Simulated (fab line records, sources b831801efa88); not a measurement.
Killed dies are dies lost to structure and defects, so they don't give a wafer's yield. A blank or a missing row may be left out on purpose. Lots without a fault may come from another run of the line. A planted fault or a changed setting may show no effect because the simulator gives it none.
fab line records | flow sky130
record lots=13 wafers=39 last_day=50
route steps=708 shown FIELD_ISO@1 PWDE@52 VT_ADJUST_HVTP@96 VT_ADJUST_LVTN@105 PAD_OPEN@708
lots that met no fault: from a run of the same line without faults
start_h: hours from the record's first day to the start of the lot's first wafer shown | wait_h: hours since the lot's step before | " the same as in the row above | L1.1+2: a row that stands for several wafers | - no value, or no start given | * or withheld: withheld | < > ~ a bound
route shown NAME@n: a module of which the file shows steps, and the number in the route of the first | usual: mean/standard deviation of fault-free wafers | same: alike in all rows | chamber/n: place in a boat | sites: the reading at each site | _std_site: their standard deviation | _edge_site: outer sites' mean less inner sites' | radius_mm: how far each site lies from the wafer's centre | mask NAME#n: copy n | behind: the tool/chamber that last shaped the wafer | hold: why the lot was held/for how many hours/how that ended | device: the transistor (n, p or np) that didn't switch | end of line: the same wafers' tests at the end of the route | a step without rows: its recipe alone | killed: dies lost to structure and defects at the first sort, not the wafer's yield | map: a wafer's dies, x killed, . not, _ none there
set.NAME: the setting as run; set.NAME@STEP: as run at that earlier step | model.NAME: the simulator's own value behind a step, which no gauge read
steps of the route over a sample of lots; a table a step, a row a wafer
services: from which hour (start_h, from the record's first day; less than 0 if before it) a tool's chamber was out of use, for how many hours, and why
## steps
# step SKY_FIELD_ISO_BOW_MEAS_00
# recipe mode=bow
# usual INCOMING_BOW=0/6.7
# columns lot.wafer tool chamber start_h wait_h INCOMING_BOW[um]
L765.3 film_metro-03 - 10.04 - -4
L765.4 " - " " -12
L765.6 " - " " 8
L768.1 film_metro-01 - 25.00 - -2
L768.2 " - " " 6
L768.4 " - " " 4
L769.1 film_metro-03 - 30.00 - -5
L769.3 " - " " 4
L769.6 " - " " 2
L771.1 film_metro-01 - 40.00 - -2
L771.3 " - " " 1
L771.4 " - " " 6
L774.1 film_metro-01 - 55.00 - -6
L774.2 " - " " 9
L774.6 " - " " 4
L775.2 film_metro-03 - 60.02 - 4
L775.5 " - " " -6
L775.6 " - " " -10
L776.1 film_metro-02 - 65.00 - -8
L776.2 " - " " 7
L776.4 " - " " 0
L777.2 film_metro-03 - 70.02 - 0
L777.3 " - " " 8
L777.6 " - " " 1
L778.1 film_metro-01 - 75.00 - -3
L778.3 " - " " 2
L778.6 " - " " -8
L779.1 film_metro-01 - 80.00 - 3
L779.2 " - " " 20
L779.4 " - " " -7
L780.1 film_metro-02 - 85.00 - 9
L780.2 " - " " -5
L780.4 " - " " 2
L783.1 film_metro-02 - 100.00 - 9
L783.2 " - " " 14
L783.5 " - " " -10
L788.2 film_metro-03 - 125.02 - 0
L788.3 " - " " -6
L788.5 " - " " 0
# step SKY_PWDE_OVL_MEAS_07
# usual PWDE_OVL=1.9/1.5
# columns lot.wafer tool chamber start_h wait_h PWDE_OVL[nm]
L765.3 overlay-02 - 69.45 - 3.2
L765.4 " - " " 0.2
L765.6 " - " " 0.2
L768.1 overlay-02 - 86.28 - 1.6
L768.2 " - " " 1.8
L768.4 " - " " 1.4
L769.1 overlay-02 - 91.58 - 1.5
L769.3 " - " " 2.4
L769.6 " - " " 2.3
L771.1 overlay-01 - 102.41 - 3.2
L771.3 " - " " 2.6
L771.4 " - " " 2.2
L774.1 overlay-02 - 119.76 - 0.0
L774.2 " - " " 2.3
L774.6 " - " " 0.9
L775.2 overlay-02 - 125.17 - 2.8
L775.5 " - " " 3.5
L775.6 " - " " 3.3
L776.1 overlay-02 - 130.61 - 0.4
L776.2 " - " " 2.0
L776.4 " - " " 2.4
L777.2 overlay-01 - 135.43 - 1.6
L777.3 " - " " 1.8
L777.6 " - " " 2.9
L778.1 overlay-01 - 141.86 - 2.1
L778.3 " - " " 1.9
L778.6 " - " " 0.7
L779.1 overlay-01 - 146.61 - 0.8
L779.2 " - " " 0.6
L779.4 " - " " 1.7
L780.1 overlay-02 - 151.43 - -0.7
L780.2 " - " " -0.1
L780.4 " - " " 0.9
L783.1 overlay-02 - 167.78 - -0.7
L783.2 " - " " 0.7
L783.5 " - " " -2.3
L788.2 overlay-02 - 196.72 - 3.1
L788.3 " - " " 2.9
L788.5 " - " " 2.6
# step SKY_VT_ADJUST_HVTP_TW_MEAS_11
# usual VT_ADJUST_HVTP_TW=1351/11
# columns lot.wafer tool chamber start_h wait_h VT_ADJUST_HVTP_TW
L765.3 film_metro-04 - 122.76 0.1 1363
L765.4 " - " " 1362
L765.6 " - " " 1362
L768.1 film_metro-04 - 143.09 0.1 1367
L768.2 " - " " 1356
L768.4 " - " " 1361
L769.1 film_metro-01 - 147.83 0.1 1370
L769.3 " - " " 1356
L769.6 " - " " 1362
L771.1 film_metro-04 - 161.30 0.1 1356
L771.3 " - " " 1350
L771.4 " - " " 1353
L774.1 film_metro-04 - 179.63 0.1 1352
L774.2 " - " " 1351
L774.6 " - " " 1352
L775.2 film_metro-01 - 185.35 0.1 1365
L775.5 " - " " 1365
L775.6 " - " " 1365
L776.1 film_metro-04 - 190.04 0.1 1353
L776.2 " - " " 1351
L776.4 " - " " 1357
L777.2 film_metro-04 - 195.55 0.1 1364
L777.3 " - " " 1360
L777.6 " - " " 1364
L778.1 film_metro-02 - 204.85 0.1 1344
L778.3 " - " " 1345
L778.6 " - " " 1341
L779.1 film_metro-01 - 209.14 0.1 1368
L779.2 " - " " 1361
L779.4 " - " " 1370
L780.1 film_metro-02 - 214.24 0.1 1353
L780.2 " - " " 1344
L780.4 " - " " 1341
L783.1 film_metro-04 - 234.03 0.1 1344
L783.2 " - " " 1341
L783.5 " - " " 1348
L788.2 film_metro-02 - 266.50 0.1 1335
L788.3 " - " " 1336
L788.5 " - " " 1329
# step SKY_VT_ADJUST_LVTN_IMPLANT_08
# recipe species=B energy_kev=30 dose_cm2=1.57e+12 tilt_deg=withheld
# usual faraday_current_uA=8.85/0.17
# columns lot.wafer tool chamber start_h wait_h faraday_current_uA
L765.3 implanter-01 0 142.30 0.1 8.92
L765.4 " 0 " " 8.75
L765.6 " 0 " " 8.95
L768.1 implanter-03 0 162.62 0.0 8.89
L768.2 " 0 " " 9.04
L768.4 " 0 " " 8.91
L769.1 implanter-03 0 168.17 0.0 8.31
L769.3 " 0 " " 8.81
L769.6 " 0 " " 8.91
L771.1 implanter-01 0 180.60 0.0 8.65
L771.3 " 0 " " 8.92
L771.4 " 0 " " 8.47
L774.1 implanter-01 0 200.25 0.0 8.81
L774.2 " 0 " " 8.83
L774.6 " 0 " " 8.72
L775.2 implanter-04 0 206.57 0.0 8.69
L775.5 " 0 " " 8.98
L775.6 " 0 " " 8.89
L776.1 implanter-04 0 211.90 0.0 8.94
L776.2 " 0 " " 8.72
L776.4 " 0 " " 8.92
L777.2 implanter-03 0 217.50 0.0 8.67
L777.3 " 0 " " 8.97
L777.6 " 0 " " 8.82
L778.1 implanter-03 0 226.85 0.0 8.84
L778.3 " 0 " " 9.02
L778.6 " 0 " " 8.88
L779.1 implanter-04 0 231.00 0.0 8.69
L779.2 " 0 " " 8.88
L779.4 " 0 " " 8.97
L780.1 implanter-01 0 236.72 0.0 9.01
L780.2 " 0 " " 8.87
L780.4 " 0 " " 8.50
L783.1 implanter-03 0 256.85 0.0 8.88
L783.2 " 0 " " 8.88
L783.5 " 0 " " 8.79
L788.2 implanter-04 0 290.42 0.0 8.99
L788.3 " 0 " " 8.54
L788.5 " 0 " " 8.93
# step SKY_VT_ADJUST_LVTN_TW_MEAS_10
# usual VT_ADJUST_LVTN_TW=241.3/1.6
# columns lot.wafer tool chamber start_h wait_h hold VT_ADJUST_LVTN_TW
L765.3 film_metro-03 - 142.52 0.1 - 237.2
L765.4 " - " " - 236.4
L765.6 " - " " - 238.7
L768.1 film_metro-01 - 162.87 0.1 - 243.3
L768.2 " - " " - 241.8
L768.4 " - " " - 242.8
L769.1 film_metro-03 - 168.42 0.1 - 239.4
L769.3 " - " " - 239.3
L769.6 " - " " - 240.4
L771.1 film_metro-01 - 180.85 0.1 - 241.2
L771.3 " - " " - 242.2
L771.4 " - " " - 241.5
L774.1 film_metro-03 - 200.50 0.1 - 239.1
L774.2 " - " " - 239.8
L774.6 " - " " - 239.2
L775.2 film_metro-04 - 206.81 0.1 - 243.0
L775.5 " - " " - 243.3
L775.6 " - " " - 242.3
L776.1 film_metro-04 - 212.15 0.1 - 242.2
L776.2 " - " " - 242.3
L776.4 " - " " - 242.0
L777.2 film_metro-01 - 217.74 0.1 - 240.6
L777.3 " - " " - 243.1
L777.6 " - " " - 241.9
L778.1 film_metro-01 - 227.10 0.1 - 242.6
L778.3 " - " " - 242.7
L778.6 " - " " - 242.1
L779.1 film_metro-04 - 231.25 0.1 - 240.9
L779.2 " - " " - 240.6
L779.4 " - " " - 240.9
L780.1 film_metro-01 - 236.97 0.1 - 242.8
L780.2 " - " " - 241.5
L780.4 " - " " - 241.1
L783.1 film_metro-03 - 257.10 0.1 await_dispo/0.2h/release 235.7
L783.2 " - " " await_dispo/0.2h/release 234.3
L783.5 " - " " await_dispo/0.2h/release 234.3
L783.1 film_metro-03 - 257.32 0.2 - 235.9
L783.2 " - " " - 235.7
L783.5 " - " " - 234.4
L788.2 film_metro-01 - 290.66 0.1 - 241.8
L788.3 " - " " - 243.6
L788.5 " - " " - 242.9
# step SKY_PAD_OPEN_PROBE_99
# usual killed_at_M0_to_M3=42/5.8 killed_at_M4_up=3.0/2 killed_at_contacts=24/5.5 killed_at_front_end=15/3.9 killed_at_other=0.3/0.54 killed_dies=85/8.8 killed_open=47/6.8 killed_short=38/5.9
# same gross_dies=492 killed_at_back_side=0
# columns lot.wafer tool chamber start_h wait_h killed_at_M0_to_M3 killed_at_M4_up killed_at_contacts killed_at_front_end killed_at_other killed_dies killed_open killed_short
L776.1 prober-01 - 1155.17 0.1 47 5 27 25 1 105 55 49
L776.2 prober-01 - 1155.22 0.1 43 2 20 13 1 79 40 39
L776.4 prober-01 - 1155.32 0.2 39 3 24 20 0 86 47 39
L780.1 prober-02 - 1164.97 0.1 40 7 24 11 0 82 49 33
L780.2 prober-02 - 1165.02 0.1 50 2 24 18 1 95 55 40
L780.4 prober-02 - 1165.12 0.2 39 2 30 13 1 85 53 32
L778.1 prober-02 - 1172.49 0.1 45 2 35 14 0 96 51 44
L778.3 prober-02 - 1172.59 0.2 26 4 23 14 0 67 38 29
L778.6 prober-02 - 1172.74 0.2 46 2 25 6 0 79 47 32
# killed by level:class
L776.1 FIELD_ISO:geometric_particle:open=9 VIA2:geometric_particle:open=9 LI_CONTACT:geometric_particle:open=8 FIELD_ISO:geometric_particle:short=7 CONTACT:geometric_particle:open=7 VIA1:geometric_particle:open=7 VIA3:geometric_particle:open=7 LOCAL_INTERCONNECT:geometric_particle:short=6
L776.2 CONTACT:geometric_particle:open=11 METAL1:geometric_particle:short=10 VIA1:geometric_particle:open=10 VIA2:geometric_particle:open=6 VIA3:geometric_particle:open=5 CONTACT:geometric_particle:short=5 FIELD_ISO:geometric_particle:short=4 FIELD_ISO:geometric_particle:open=3
L776.4 VIA1:geometric_particle:open=10 CONTACT:geometric_particle:open=9 VIA3:geometric_particle:open=8 FIELD_ISO:geometric_particle:short=5 FIELD_ISO:geometric_particle:open=5 VIA2:geometric_particle:open=5 LI_CONTACT:geometric_particle:open=4 LOCAL_INTERCONNECT:geometric_particle:short=4
L780.1 VIA1:geometric_particle:open=12 LI_CONTACT:geometric_particle:open=8 METAL4:geometric_particle:short=6 CONTACT:geometric_particle:open=6 METAL1:geometric_particle:short=6 METAL2:geometric_particle:short=6 LOCAL_INTERCONNECT:geometric_particle:short=4 VIA2:geometric_particle:open=4
L780.2 VIA1:geometric_particle:open=13 VIA2:geometric_particle:open=10 CONTACT:geometric_particle:open=8 FIELD_ISO:geometric_particle:open=6 VIA3:geometric_particle:open=6 LI_CONTACT:geometric_particle:open=6 LOCAL_INTERCONNECT:geometric_particle:short=6 METAL2:geometric_particle:short=6
L780.4 LI_CONTACT:geometric_particle:open=12 VIA1:geometric_particle:open=10 CONTACT:geometric_particle:open=10 FIELD_ISO:geometric_particle:short=6 LOCAL_INTERCONNECT:geometric_particle:short=6 VIA2:geometric_particle:open=6 VIA3:geometric_particle:open=6 VIA2:geometric_particle:short=4
L778.1 CONTACT:geometric_particle:open=14 VIA1:geometric_particle:open=9 LI_CONTACT:geometric_particle:open=8 CONTACT:geometric_particle:short=7 METAL1:geometric_particle:short=7 VIA2:geometric_particle:open=7 METAL2:geometric_particle:short=5 METAL3:geometric_particle:short=5
L778.3 VIA1:geometric_particle:open=10 CONTACT:geometric_particle:open=7 LOCAL_INTERCONNECT:geometric_particle:short=5 METAL2:geometric_particle:short=5 FIELD_ISO:geometric_particle:open=4 LI_CONTACT:geometric_particle:open=4 CONTACT:geometric_particle:short=4 LI_CONTACT:geometric_particle:short=3
L778.6 VIA1:geometric_particle:open=12 CONTACT:geometric_particle:open=8 VIA3:geometric_particle:open=7 VIA2:geometric_particle:open=6 CONTACT:geometric_particle:short=5 LI_CONTACT:geometric_particle:open=5 METAL1:geometric_particle:short=5 METAL1:geometric_particle:open=5
## services
# columns tool chamber start_h hours kind
implanter-04 - 142.60 3.8 pm
implanter-03 - 149.02 1.5 repair
implanter-04 - 164.35 8.1 repair
implanter-03 - 174.33 0.8 repair
implanter-04 - 208.63 0.6 repair
implanter-04 - 232.43 4.8 repair
implanter-04 - 240.92 13.7 repair
## key
first_sign step=SKY_VT_ADJUST_LVTN_TW_MEAS_10 reading=visit direction=added
effect step=SKY_VT_ADJUST_LVTN_TW_MEAS_10 reading=VT_ADJUST_LVTN_TW direction=down sigmas=4.1 usual=241.3 struck=234.8
met_at SKY_VT_ADJUST_LVTN_IMPLANT_08
struck_lots L783
tester_left_out L783
not_acting_at SKY_FIELD_ISO_BOW_MEAS_00,SKY_PWDE_OVL_MEAS_07,SKY_VT_ADJUST_HVTP_TW_MEAS_11
onset_between 226.85 256.85
fault kind=process_parameter_drift tool=implanter-03 chamber=- onset_h=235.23 steps=SKY_VT_ADJUST_LVTN_IMPLANT_08 channel=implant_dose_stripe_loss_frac offset=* shape=step end_h=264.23
# tester_left_out: of these lots the tester's yield and bins aren't shown, on N5 and GAA mostly nor the transistor test; their killed dies are dies lost to structure and defects alone, not to doping, threshold or leakage, so they don't give the yield
